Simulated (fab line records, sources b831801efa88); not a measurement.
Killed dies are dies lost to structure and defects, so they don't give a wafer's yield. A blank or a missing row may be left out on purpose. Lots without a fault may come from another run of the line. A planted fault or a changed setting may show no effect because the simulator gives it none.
Which tool did it? | flow sky130 | 6 lots, 18 wafers sampled, at 1 step of a route of 708

WHAT THE GAUGES READ, wafer by wafer
SKY_VIA3_BOW_MEAS_03.
lot  | measured     | on            | VIA3_BOW (um)
L959 | day 39 18:32 | film_metro-03 | 68 80 79
L961 | day 40 10:10 | film_metro-02 | 88 84 81
L964 | day 41 16:29 | film_metro-04 | 91 101 87
L967 | day 41 22:29 | film_metro-02 | 70 74 62
L969 | day 42 20:05 | film_metro-03 | 82 79 76
L975 | day 44 12:16 | film_metro-03 | 85 75 81

WHICH TOOL RAN EACH LOT (tool, then ch and the chambers of the sampled wafers, then the start)
The record holds no process step before these readings.

THE ANSWER, worked out from the rows above alone
Rule: what is usual is taken from the lots themselves. Put in order of their means at a reading, lots are off if they are a third of the lots or fewer, leave a main group of 4 or more, and stand apart from it by a gap of 3 or more times the standard deviation of the main group's means; of several such gaps the widest counts. A main group whose means are all the same, to the digits that the tables above print for the reading, isn't used. A lot without any number at a reading at which 4 lots or more have one is off too. The other lots that the step has rows for count as sound.
No lot is off at any reading shown: from this, nothing can be told.

WHAT THE SIMULATOR HAD PUT IN
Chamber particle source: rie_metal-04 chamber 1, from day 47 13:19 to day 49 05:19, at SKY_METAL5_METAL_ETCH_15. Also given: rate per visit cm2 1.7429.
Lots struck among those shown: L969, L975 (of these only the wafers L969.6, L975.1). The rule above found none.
